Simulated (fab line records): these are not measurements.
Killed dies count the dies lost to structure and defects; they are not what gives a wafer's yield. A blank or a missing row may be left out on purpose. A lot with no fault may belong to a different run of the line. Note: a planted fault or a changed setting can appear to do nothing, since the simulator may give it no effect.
2 desks, one fault -- flow sky130 -- each desk holds nothing but its own numbers, with what lay behind them at the end

TOOL OWNER'S DESK, lithoTrack-01
At SKY_LOCAL_INTERCONNECT_SOFTBAKE_07 (time 90 s), the tool's own readings, given per lot that ran on this tool as the mean of the sampled wafers with a number. Any lot whose mean is over 4 standard deviations away from the usual mean is out of limits and marked OUT; that distance is given in the brackets.
Columns: A = heaterPowerTotalW at SKY_LOCAL_INTERCONNECT_SOFTBAKE_07, usual 57.36 W; B = runLengthS at SKY_LOCAL_INTERCONNECT_SOFTBAKE_07, usual 119.22 s
lot,first seen here,A,B
L953,day 31 05:00,57.34,119.40
L955,day 31 23:00,57.39,141.02 (+99 or more) OUT
L957,day 32 16:00,57.33,141.14 (+99 or more) OUT
L958,day 32 22:00,57.40,141.06 (+99 or more) OUT
L966,day 35 11:00,57.33,119.33
L967,day 35 15:00,57.42,119.50
This desk's finding: out of limits on L955, L957, L958; first on L955, day 31 23:00 (runLengthS at SKY_LOCAL_INTERCONNECT_SOFTBAKE_07). Within limits: L953, L966, L967.

METROLOGY DESK
Lot by lot, what the gauges showed, no matter which tool ran the lot: averages of those sampled wafers that carry a number. Any lot whose mean is over 4 standard deviations away from the usual mean is out of limits and marked OUT; that distance is given in the brackets.
Columns: A = SD_P_TW at SKY_SD_P_TW_MEAS_11, usual 2844
lot,first seen here,A
L951,day 26 03:04,2861
L953,day 26 22:34,2835
L955,day 27 18:06,2864
L956,day 28 06:50,2841
L957,day 28 13:23,2829
L958,day 28 19:01,2852
L959,day 29 01:18,2855
L964,day 30 09:59,2850
L966,day 31 09:39,2830
L967,day 31 15:18,2841
L969,day 32 08:35,2837
L972,day 33 09:10,2859
Result from this desk: across the 12 lots, nothing is out of limits.

PUT TOGETHER
At day 31 23:00, on L955, L957, L958, the tool owner's desk was in a position to raise an alarm.
Metrology desk: nothing out of limits seen.
The metrology desk holds a record of L955, L957, L958, inside its limits.
Of the lots named, all ran SKY_LOCAL_INTERCONNECT_SOFTBAKE_07 on lithoTrack-01.

WHAT WAS PUT IN BY THE SIMULATOR
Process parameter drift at SKY_LOCAL_INTERCONNECT_SOFTBAKE_07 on lithoTrack-01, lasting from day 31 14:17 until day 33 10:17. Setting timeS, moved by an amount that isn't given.
Shown lots that were struck: L955, L957, L958.
Delay in hours, fault start to first out-of-limits reading, by desk: the tool owner's desk at 9.
